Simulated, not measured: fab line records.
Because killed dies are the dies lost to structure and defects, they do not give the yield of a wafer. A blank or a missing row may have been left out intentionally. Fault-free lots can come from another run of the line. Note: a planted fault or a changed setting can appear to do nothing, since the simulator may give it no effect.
Matching of chambers -- flow sky130 -- cmp-02 running SKY_VIA1_CMP_02: 4 sister chambers
The step polishes SiO2. 14 wafers are shown with their chamber, then 6 later ones without.

WAFERS WITH THEIR CHAMBER
wafer,chamber,motor current A (A),slurry filter dp kPa (kPa)
L556.4,1,12.0,13.44
L556.5,2,10.5,13.44
L556.6,3,11.6,13.72
L559.1,0,12.3,13.34
L559.3,2,10.9,13.21
L559.6,2,11.9,13.37
L560.3,3,11.9,13.46
L560.4,0,12.5,13.46
L560.6,3,12.4,13.52
L568.4,3,12.2,13.25
L568.5,3,11.8,13.54
L568.6,2,11.1,13.57
L573.1,2,11.4,13.53
L573.3,1,11.9,13.51

SIGNATURES, as means of the wafers listed above
reading,chamber 0,chamber 1,chamber 2,chamber 3,scatter within a chamber
motor current A,12.400,11.950,11.160,11.980,0.393
slurry filter dp kPa,13.4000,13.4750,13.4240,13.4980,0.143
Rule: a wafer's distance from a chamber is the root of the sum, over the readings, of the square of ((its reading less the chamber's mean) divided by the reading's scatter). If the next closest chamber is less than 2 further off than the closest, the wafer can't be placed; otherwise it belongs to the closest. The scatter: take each reading less its chamber's mean, square it, sum over the shown wafers, divide by the number of wafers less the number of chambers, and take the root.

WAFERS MISSING THEIR CHAMBER
wafer,motor current A (A),slurry filter dp kPa (kPa)
L573.5,11.6,13.40
L572.2,11.9,13.47
L572.5,12.7,13.37
L576.1,11.7,13.66
L576.4,11.2,13.42
L576.5,12.0,13.38

WHICH CHAMBER EACH WENT THROUGH
wafer,from the rows above,in truth
L573.5,can't be placed: 1 or 2 or 3 or 0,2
L572.2,can't be placed: 1 or 3 or 0 or 2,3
L572.5,can't be placed: 0 or 3 or 1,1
L576.1,can't be placed: 3 or 1 or 2 or 0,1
L576.4,can't be placed: 2 or 1 or 3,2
L576.5,can't be placed: 1 or 3 or 0 or 2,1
Placed correctly: 0 of 6. Cannot be placed on the basis of these rows: 6; the candidates contain the true chamber in 6. Placed wrongly: 0.
